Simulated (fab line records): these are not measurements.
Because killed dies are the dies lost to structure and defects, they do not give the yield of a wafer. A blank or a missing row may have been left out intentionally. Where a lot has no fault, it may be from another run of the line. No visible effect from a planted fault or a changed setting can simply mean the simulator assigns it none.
fab line records    flow sky130    part 2 of 2: steps 44 to 44 of 44
record: lots: 6  wafers: 18  last_day: 50
route steps=708 shown VIA3@588 METAL4@598 CAP2M@603 PAD_OPEN@708
lots that met no fault: taken from a fault-free run of the same line
start_h: the number of hours between the record's first day and the start of the first shown wafer of the lot    wait_h: hours elapsed since this lot's preceding step    " identical to the entry in the row above    L1.1+2: a single row standing in for several wafers    - value missing, or start not given    * or withheld: withheld    < > ~ a bound
route shown NAME@n: a module of which the file shows steps, and the number in the route of the first    usual: average and standard deviation across the fault-free wafers    same: alike in all rows    chamber/n: place in a boat    sites: the reading at each site    _std_site: standard deviation across them    _edge_site: the outer-site mean with the inner-site mean subtracted    radius_mm: for every site, how far away it sits from the centre of the wafer    mask NAME#n: copy n    behind: tool/chamber where the wafer was last shaped    hold: reason for holding the lot/hours on hold/outcome of the hold    device: transistor that didn't switch, given as n, p or np    end of line: at the end of the route, the tests of the same wafers    a step given without rows: its recipe and nothing more    killed: the dies lost at the first sort to structure and to defects; this is not the yield of the wafer    map: dies across one wafer; x = killed, . = not, _ = none there
set.NAME: the setting the step ran with; set.NAME@STEP: the setting that earlier step ran with    model.NAME: the simulator's own value behind a step, which no gauge read
certain route steps with their lots: each step a table, each wafer a row
services: a tool's chamber out of use, with start hour (start_h, from the record's first day; less than 0 if before it), hours out, and reason
== steps ==
step: SKY_PAD_OPEN_PROBE_99
usual: defect_limited_yield: 82.2/1.9  killed_at_M0_to_M3: 43/6.5  killed_at_M4_up: 3.5/1.9  killed_at_contacts: 24/5.4  killed_at_front_end: 16/4.8  killed_at_other: 0.4/0.64  killed_dies: 87/9.4  killed_open: 47/7  killed_short: 40/6.3  sort_bin_3_pad_short: 0.9/0.4  sort_bin_5_function: 10.5/1.4  sort_bin_6_memory: 6.3/1.1  sort_n_pass: 405/9.4  sort_yield_pct: 82.2/1.9
same: gross_dies: 492  killed_at_back_side: 0  sort_bin_4_leakage[%]: 0  sort_bin_8_speed[%]: 0
lot.wafer  tool       chamber  start_h  wait_h  defect_limited_yield[%]  killed_at_M0_to_M3  killed_at_M4_up  killed_at_contacts  killed_at_front_end  killed_at_other  killed_dies  killed_open  killed_short  sort_bin_3_pad_short[%]  sort_bin_5_function[%]  sort_bin_6_memory[%]  sort_n_pass  sort_yield_pct[%]  model.etest.met4.line_ohm_um  model.etest.via4_chain.rc_ohm  model.etest.met4.rs_ohm_sq
L568.1     prober-02  -        1094.87  0.1     83.9                     39                  1                22                  17                   0                79           32           47            1.2                      9.6                     5.3                   413          83.9               0.1415                        0.7989                         0.04201
L568.3     prober-02  -        1094.97  0.2     80.3                     62                  3                18                  14                   0                97           56           41            1.2                      12.2                    6.3                   395          80.3               0.1429                        0.7874                         0.04235
L568.5     prober-02  -        1095.07  0.2     86.4                     32                  2                15                  18                   0                67           32           34            0.8                      7.3                     5.5                   425          86.4               0.1385                        0.8009                         0.04212
L572.2     prober-02  -        1121.46  0.1     82.3                     44                  6                16                  21                   0                87           42           45            1.6                      11.2                    4.9                   405          82.3               0.1411                        0.7798                         0.04253
L572.3     prober-02  -        1121.51  0.2     79.7                     42                  7                27                  24                   0                100          47           53            2.0                      10.6                    7.7                   392          79.7               0.1452                        0.7994                         0.0432
L572.6     prober-02  -        1121.66  0.2     85.6                     39                  2                17                  13                   0                71           39           32            0.4                      8.3                     5.7                   421          85.6               0.1443                        0.7773                         0.04319
L573.3     prober-01  -        1124.61  0.2     81.9                     46                  3                27                  11                   2                89           49           40            0.8                      12.0                    5.3                   403          81.9               0.3453                        0.9487                         0.1025
L573.5     prober-01  -        1124.71  0.2     81.1                     48                  1                32                  12                   0                93           49           44            0.4                      11.6                    6.9                   399          81.1               0.1457                        0.8114                         0.04329
L573.6     prober-01  -        1124.76  0.2     84.3                     41                  4                25                  7                    0                77           44           33            0.6                      9.3                     5.7                   415          84.3               0.1448                        0.8238                         0.04328
L574.1     prober-02  -        1126.81  0.1     85.4                     37                  3                17                  15                   0                72           38           34            0.6                      8.3                     5.7                   420          85.4               0.1431                        0.767                          0.04291
L574.2     prober-02  -        1126.86  0.1     82.9                     40                  2                25                  16                   1                84           46           38            1.2                      11.2                    4.7                   408          82.9               0.3186                        0.9624                         0.09717
L574.4     prober-02  -        1126.96  0.2     80.7                     44                  7                28                  16                   0                95           54           40            1.2                      10.8                    7.3                   397          80.7               0.1422                        0.7804                         0.04254
L587.3     prober-02  -        1188.91  0.2     84.6                     39                  7                19                  11                   0                76           40           36            1.4                      9.3                     4.7                   416          84.6               0.1467                        0.8132                         0.04287
L587.4     prober-02  -        1188.96  0.2     83.3                     40                  1                25                  16                   0                82           43           39            1.4                      8.3                     6.9                   410          83.3               0.1424                        0.8073                         0.04231
L587.6     prober-02  -        1189.06  0.2     82.5                     37                  4                32                  13                   0                86           36           48            1.4                      9.6                     6.5                   406          82.5               0.1432                        0.7715                         0.04221
L588.2     prober-01  -        1194.84  0.1     82.7                     43                  2                19                  21                   0                85           46           39            0.8                      11.0                    5.5                   407          82.7               0.1449                        0.8202                         0.04255
L588.3     prober-01  -        1194.89  0.2     83.9                     32                  1                20                  25                   1                79           34           44            0.8                      10.4                    4.9                   413          83.9               0.1443                        0.7911                         0.04206
L588.6     prober-01  -        1195.04  0.2     80.7                     42                  7                24                  21                   1                95           47           48            1.4                      11.0                    6.9                   397          80.7               0.1415                        0.8175                         0.04236
killed by level:class
L568.1 METAL2:geometric_particle:short=7 METAL1:geometric_particle:short=7 FIELD_ISO:geometric_particle:short=6 CONTACT:geometric_particle:open=6 VIA3:geometric_particle:short=6 POLY_GATE:geometric_particle:short=5 LI_CONTACT:geometric_particle:open=5 CONTACT:geometric_particle:short=5
L568.3 VIA1:geometric_particle:open=16 VIA3:geometric_particle:open=9 METAL2:geometric_particle:short=8 VIA2:geometric_particle:open=7 LI_CONTACT:geometric_particle:open=5 CONTACT:geometric_particle:open=5 METAL3:geometric_particle:short=5 FIELD_ISO:geometric_particle:open=4
L568.5 VIA1:geometric_particle:open=7 FIELD_ISO:geometric_particle:short=5 POLY_GATE:geometric_particle:open=5 LI_CONTACT:geometric_particle:open=5 METAL1:geometric_particle:short=5 CONTACT:geometric_particle:open=4 METAL2:geometric_particle:short=4 POLY_GATE:geometric_particle:short=3
L572.2 VIA1:geometric_particle:open=10 VIA1:geometric_particle:short=8 POLY_GATE:geometric_particle:open=7 VIA2:geometric_particle:open=6 METAL1:geometric_particle:short=5 FIELD_ISO:geometric_particle:short=4 POLY_GATE:geometric_particle:short=4 VIA2:geometric_particle:short=4
L572.3 VIA1:geometric_particle:open=12 CONTACT:geometric_particle:short=8 METAL1:geometric_particle:short=8 VIA1:geometric_particle:short=8 FIELD_ISO:geometric_particle:open=7 LI_CONTACT:geometric_particle:open=7 POLY_GATE:geometric_particle:open=6 CONTACT:geometric_particle:open=5
L572.6 VIA3:geometric_particle:open=10 VIA1:geometric_particle:open=7 VIA2:geometric_particle:open=7 FIELD_ISO:geometric_particle:short=6 LI_CONTACT:geometric_particle:open=6 CONTACT:geometric_particle:short=4 VIA1:geometric_particle:short=4 CONTACT:geometric_particle:open=3
L573.3 CONTACT:geometric_particle:open=11 VIA1:geometric_particle:open=9 LI_CONTACT:geometric_particle:open=7 METAL1:geometric_particle:short=7 METAL2:geometric_particle:short=7 VIA3:geometric_particle:open=7 POLY_GATE:geometric_particle:open=4 LOCAL_INTERCONNECT:geometric_particle:short=4
L573.5 VIA1:geometric_particle:open=13 CONTACT:geometric_particle:open=10 LI_CONTACT:geometric_particle:open=9 VIA1:geometric_particle:short=9 VIA3:geometric_particle:open=7 CONTACT:geometric_particle:short=6 POLY_GATE:geometric_particle:short=5 METAL2:geometric_particle:short=5
L573.6 CONTACT:geometric_particle:open=12 VIA1:geometric_particle:open=11 VIA2:geometric_particle:open=7 METAL1:geometric_particle:short=6 LI_CONTACT:geometric_particle:open=5 CONTACT:geometric_particle:short=4 VIA1:geometric_particle:short=4 METAL2:geometric_particle:short=4
L574.1 VIA1:geometric_particle:open=9 VIA2:geometric_particle:open=8 CONTACT:geometric_particle:open=8 FIELD_ISO:geometric_particle:short=6 LI_CONTACT:geometric_particle:open=5 VIA3:geometric_particle:open=5 VIA2:geometric_particle:short=4 LOCAL_INTERCONNECT:geometric_particle:short=3
L574.2 LI_CONTACT:geometric_particle:open=11 POLY_GATE:geometric_particle:short=7 CONTACT:geometric_particle:open=7 VIA1:geometric_particle:open=7 VIA2:geometric_particle:open=6 METAL2:geometric_particle:short=6 METAL1:geometric_particle:short=5 FIELD_ISO:geometric_particle:open=3
L574.4 CONTACT:geometric_particle:open=14 VIA1:geometric_particle:open=8 METAL2:geometric_particle:short=7 LI_CONTACT:geometric_particle:open=6 VIA1:geometric_particle:short=6 VIA3:geometric_particle:open=6 VIA2:geometric_particle:open=5 SPACER:geometric_particle:open=4
L587.3 VIA1:geometric_particle:open=10 LI_CONTACT:geometric_particle:open=9 METAL2:geometric_particle:short=6 METAL4:geometric_particle:short=5 FIELD_ISO:geometric_particle:open=4 VIA1:geometric_particle:short=4 CONTACT:geometric_particle:short=4 METAL1:geometric_particle:short=4
L587.4 VIA1:geometric_particle:open=10 CONTACT:geometric_particle:open=8 CONTACT:geometric_particle:short=7 LI_CONTACT:geometric_particle:open=5 VIA3:geometric_particle:short=5 METAL1:geometric_particle:short=5 VIA1:geometric_particle:short=5 FIELD_ISO:geometric_particle:open=4
L587.6 CONTACT:geometric_particle:open=10 CONTACT:geometric_particle:short=8 METAL1:geometric_particle:short=7 VIA1:geometric_particle:open=7 LI_CONTACT:geometric_particle:open=6 LOCAL_INTERCONNECT:geometric_particle:short=5 VIA3:geometric_particle:short=4 METAL2:geometric_particle:short=4
L588.2 VIA1:geometric_particle:open=9 VIA3:geometric_particle:open=9 FIELD_ISO:geometric_particle:short=8 CONTACT:geometric_particle:short=6 METAL2:geometric_particle:short=6 FIELD_ISO:geometric_particle:open=5 POLY_GATE:geometric_particle:open=5 CONTACT:geometric_particle:open=5
L588.3 POLY_GATE:geometric_particle:short=8 FIELD_ISO:geometric_particle:short=7 LI_CONTACT:geometric_particle:open=6 VIA2:geometric_particle:open=6 LOCAL_INTERCONNECT:geometric_particle:short=5 FIELD_ISO:geometric_particle:open=4 CONTACT:geometric_particle:open=4 VIA1:geometric_particle:open=4
L588.6 FIELD_ISO:geometric_particle:short=8 CONTACT:geometric_particle:open=8 VIA3:geometric_particle:open=8 FIELD_ISO:geometric_particle:open=6 CONTACT:geometric_particle:short=6 METAL2:geometric_particle:short=5 VIA1:geometric_particle:open=5 METAL1:geometric_particle:short=4
== services ==
tool             chamber  start_h  hours  kind
rie_metal-03     1        933.70   7.2    repair
pvd_sputter-04   -        933.97   2.4    repair
rie_metal-03     -        937.68   2.8    pm
pvd_sputter-03   -        943.03   1.7    repair
pecvd-01         1        944.22   7.4    repair
pecvd-03         0        944.35   4.4    repair
plasma_asher-02  -        958.20   0.5    repair
pecvd-01         1        969.05   7.7    repair
rie_metal-02     1        969.27   1.8    repair
rie_metal-01     0        975.50   15.0   repair
pecvd-01         2        979.98   4.4    repair
rie_metal-03     1        980.39   20.4   repair
rie_metal-01     -        981.97   2.8    pm
pvd_sputter-02   -        982.11   11.9   repair
pvd_sputter-03   -        994.44   5.8    repair
pvd_sputter-03   -        995.29   14.7   repair
plasma_asher-02  -        996.90   28.1   pm
rie_metal-04     -        1003.65  1.4    pm
pvd_sputter-04   -        1005.31  0.9    repair
plasma_asher-03  -        1049.81  0.6    repair
pecvd-01         -        1053.22  1.1    repair
rie_metal-03     -        1081.76  0.7    repair
pvd_sputter-02   -        1084.25  1.9    repair
pvd_sputter-01   -        1097.50  1.3    repair
== key ==
first_sign: step: SKY_METAL4_METAL_ETCH_18  reading: oes_product_au  direction: down  sigmas: 37  usual: 0.865  struck: 0.636
effect none on later readings
model_effect: step: SKY_METAL4_SPUTTER_02  value: AlCu_of_METAL4_SPUTTER_02.thk_nm  without: 727.6  struck: 321.5
model_effect: step: SKY_PAD_OPEN_PROBE_99  value: etest.met4.line_ohm_um  without: 0.1445  struck: 0.3319
met_at SKY_METAL4_SPUTTER_02
struck_wafers L573.3,L574.2
onset_between 982.97 987.11
fault: kind: process_parameter_drift  tool: pvd_sputter-01  chamber: -  onset_h: 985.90  steps: SKY_METAL4_SPUTTER_02  channel: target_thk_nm  offset: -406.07  shape: step  end_h: 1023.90  scope: struck_wafers_only  acts_in: these_recipes_only  stated: 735
